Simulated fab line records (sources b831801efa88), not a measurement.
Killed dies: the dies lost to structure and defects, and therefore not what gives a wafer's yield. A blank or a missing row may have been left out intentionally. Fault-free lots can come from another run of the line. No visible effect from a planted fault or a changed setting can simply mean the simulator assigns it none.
Which of the tools did it?    flow gf180mcu    13 lots with 39 wafers sampled at 3 steps, on a route of 602 steps

== WHAT THE GAUGES SHOWED, per wafer ==
GF_V5_OVL_MEAS_15.
lot   measured      on          V5_OVL (nm)
L354  day 27 11:02  overlay-01  3 -4 2
L356  day 27 22:02  overlay-01  3 7 9
L357  day 28 09:56  overlay-02  -8 5 3
L358  day 28 20:11  overlay-02  -7 5 7
L362  day 29 23:55  overlay-02  5 1 2
L363  day 30 05:34  overlay-01  3 6 3
L369  day 32 05:38  overlay-01  11 9 4
L370  day 32 11:40  overlay-02  1 9 6
L372  day 32 14:41  overlay-01  -2 2 8
L373  day 32 21:53  overlay-01  3 4 2
L374  day 33 02:50  overlay-01  3 1 5
L375  day 33 11:14  overlay-01  8 9 7
L376  day 33 13:50  overlay-01  5 1 0

== WHAT TOOL EACH LOT RAN ON (gives the tool, then ch and the chambers of the sampled wafers, and finally the start) ==
lot   GF_V2_SPUTTER_21             GF_M5_METAL_ETCH_10
L354  pvdSputter-04, day 20 15:22  rieMetal-02 ch 0,1, day 26 13:20
L356  pvdSputter-03, day 21 04:18  rieMetal-02 ch 0,1, day 27 00:56
L357  pvdSputter-02, day 21 17:31  rieMetal-02 ch 0,1, day 27 12:48
L358  pvdSputter-03, day 22 07:01  rieMetal-01 ch 1, day 27 23:23
L362  pvdSputter-03, day 23 16:19  rieMetal-01 ch 0,1, day 29 03:44
L363  pvdSputter-03, day 23 23:31  rieMetal-02 ch 0,1, day 29 09:17
L369  pvdSputter-02, day 26 09:43  rieMetal-04 ch 0,1, day 31 11:13
L370  pvdSputter-03, day 26 18:04  rieMetal-04 ch 1, day 31 17:49
L372  pvdSputter-02, day 26 20:42  rieMetal-02 ch 0,1, day 31 20:41
L373  pvdSputter-02, day 27 05:24  rieMetal-02 ch 0,1, day 32 02:55
L374  pvdSputter-02, day 27 12:41  rieMetal-04 ch 0, day 32 09:22
L375  pvdSputter-02, day 27 22:34  rieMetal-01 ch 1, day 32 18:07
L376  pvdSputter-04, day 28 01:41  rieMetal-01 ch 0,1, day 32 20:37
- GF_V2_SPUTTER_21: material Ti, target thk 15 nm, time 80.02 s.
- GF_M5_METAL_ETCH_10: etches the open film in Cl2/BCl3, stops on SiO2, target depth 750.8 nm, time 125.1 s.

== AS READ BY THE TOOLS THEMSELVES (means over the sampled wafers that have a number; for cases with no such wafer, the mark the record gives instead) ==
GF_V2_SPUTTER_21.
lot   tool           throttleValvePct (%)
L354  pvdSputter-04  30.3
L356  pvdSputter-03  29.1
L357  pvdSputter-02  30.4
L358  pvdSputter-03  29.5
L362  pvdSputter-03  29.9
L363  pvdSputter-03  30.3
L369  pvdSputter-02  30.3
L370  pvdSputter-03  29.6
L372  pvdSputter-02  30.6
L373  pvdSputter-02  30.9
L374  pvdSputter-02  30.7
L375  pvdSputter-02  30.9
L376  pvdSputter-04  31.0

GF_M5_METAL_ETCH_10.
lot   tool         drypumpMotorCurrentA (A)  oesProductAu (a.u.)  throttleValvePct (%)
L354  rieMetal-02  6.5                       0.994                28.215
L356  rieMetal-02  6.5                       0.993                28.231
L357  rieMetal-02  6.4                       0.999                28.227
L358  rieMetal-01  5.2                       0.996                28.226
L362  rieMetal-01  5.6                       0.986                28.240
L363  rieMetal-02  6.4                       0.994                28.218
L369  rieMetal-04  5.6                       0.995                28.240
L370  rieMetal-04  5.3                       0.994                28.222
L372  rieMetal-02  6.4                       0.992                28.231
L373  rieMetal-02  6.4                       0.990                28.234
L374  rieMetal-04  6.2                       0.986                28.228
L375  rieMetal-01  5.2                       0.988                28.226
L376  rieMetal-01  5.4                       0.995                28.224

== THE ANSWER, worked out from the rows above alone ==
Rule: the lots themselves supply what counts as usual. Put in order of their means at a reading, lots are off if they are a third of the lots or fewer, leave a main group of 4 or more, and stand apart from it by a gap of 3 or more times the standard deviation of the main group's means; of several such gaps the widest counts. If all means in a main group match to the digits the tables above print for the reading, that group is not used. A lot without any number at a reading at which 4 lots or more have one is off too. Any other lot the step has rows for is counted as sound. Order of review: gauges by route order, followed by the tools' own readings, for which a lot's mean as printed above is used. The first step at which some lot is off is used, and at that step the reading that is off furthest; a lot without a number counts as furthest.
Nothing can be told from this: no lot is off at any reading shown.

== WHAT WAS PUT IN BY THE SIMULATOR ==
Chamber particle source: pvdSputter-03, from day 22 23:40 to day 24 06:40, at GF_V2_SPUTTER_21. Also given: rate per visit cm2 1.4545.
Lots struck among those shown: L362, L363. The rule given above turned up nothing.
